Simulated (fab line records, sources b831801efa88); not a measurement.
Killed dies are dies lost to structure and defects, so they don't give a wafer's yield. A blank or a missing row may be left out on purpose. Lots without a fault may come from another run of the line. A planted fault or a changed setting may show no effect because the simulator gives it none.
Which tool did it? | flow sky130 | 11 lots, 33 wafers sampled, at 1 step of a route of 708

WHAT THE GAUGES READ, wafer by wafer
SKY_VIA3_THK_MEAS_23: measures by xrf. Usual: VIA3_W_THK 388 nm, standard deviation 5.8.
lot  | measured     | on            | VIA3_W_THK (nm) | flag
L844 | day 39 12:50 | film_metro-01 | 387 387 388     |
L845 | day 40 07:01 | film_metro-01 | 389 388 399     |
L846 | day 40 16:55 | film_metro-03 | 377 386 389     |
L847 | day 40 20:59 | film_metro-01 | 389 389 382     |
L848 | day 41 01:26 | film_metro-04 | 372 387 376     |
L857 | day 43 14:14 | film_metro-04 | 389 392 391     |
L858 | day 44 00:28 | film_metro-03 | 380 389 381     |
L859 | day 44 11:49 | film_metro-04 | 392 397 392     |
L860 | day 44 20:23 | film_metro-04 | 389 395 396     |
L863 | day 45 07:16 | film_metro-03 | 394 381 387     |
L865 | day 45 08:29 | film_metro-01 | 380 389 388     |

WHICH TOOL RAN EACH LOT (tool, then ch and the chambers of the sampled wafers, then the start)
The record holds no process step before these readings.

WHAT THE TOOLS THEMSELVES READ (means of the sampled wafers that have a number; where no wafer has one, the mark that the record gives instead)
The record holds no such reading with a usual standard deviation.

THE ANSWER, worked out from the rows above alone
Rule: a lot is off if the mean of its wafers that have a number lies more than 3 standard deviations from the usual mean. A lot without any number at a reading at which 4 lots or more have one is off too. The other lots that the step has rows for count as sound. The gauges are gone through in route order, then the tools' own readings, and for those a lot's mean is taken as printed above. The first step at which some lot is off is used, and at that step the reading that is off furthest; a lot without a number counts as furthest.
No lot is off at any reading shown: from this, nothing can be told.

WHAT THE SIMULATOR HAD PUT IN
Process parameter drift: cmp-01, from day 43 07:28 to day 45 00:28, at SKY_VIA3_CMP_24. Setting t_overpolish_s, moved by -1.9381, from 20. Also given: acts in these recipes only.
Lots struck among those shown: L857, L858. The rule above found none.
